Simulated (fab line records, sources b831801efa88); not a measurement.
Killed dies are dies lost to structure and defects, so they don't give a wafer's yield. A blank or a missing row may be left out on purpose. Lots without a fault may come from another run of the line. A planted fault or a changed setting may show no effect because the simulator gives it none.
Chamber matching | flow sky130 | SKY_SONOS_ONO_ETCH_15 on rie_diel-04: 4 sister chambers
The step etches the open film in CHF3/O2, target depth 19.52 nm, time 7.8 s. 4 wafers are shown with their chamber, then 6 later ones without.

WAFERS WITH THEIR CHAMBER
wafer  | chamber | drypump_motor_current_A (A)
L410.3 | 0       | 5.9
L416.1 | 3       | 6.0
L424.4 | 2       | 6.0
L424.6 | 1       | 5.7

WAFERS WITHOUT THEIR CHAMBER
wafer  | drypump_motor_current_A (A)
L427.2 | 5.8
L427.4 | 6.0
L427.5 | 6.0
L428.2 | 5.7
L428.3 | 5.8
L428.6 | 5.9

WHICH CHAMBER EACH WENT THROUGH
wafer  | from the rows above               | in truth
L427.2 | can't be placed: 1 or 0 or 2 or 3 | 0
L427.4 | can't be placed: 2 or 3 or 0      | 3
L427.5 | can't be placed: 2 or 3 or 0      | 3
L428.2 | 1                                 | 1
L428.3 | can't be placed: 1 or 0 or 2 or 3 | 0
L428.6 | can't be placed: 0 or 2 or 3      | 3
Placed correctly: 1 of 6. Can't be placed from these rows: 5 (the true chamber is among the candidates in 5). Placed wrongly: 0.
How it was worked out, from the rows above alone: a wafer's distance from a chamber is the root of the sum, over the readings, of the square of ((its reading less the chamber's mean) divided by the reading's scatter). The wafer belongs to the nearest chamber; if the next one is less than 2 further off, it can't be placed. A chamber's mean is the mean of its shown wafers. The scatter: with one shown wafer a chamber, the root of the mean of the squares of how far each hidden wafer lies from its nearest shown one.
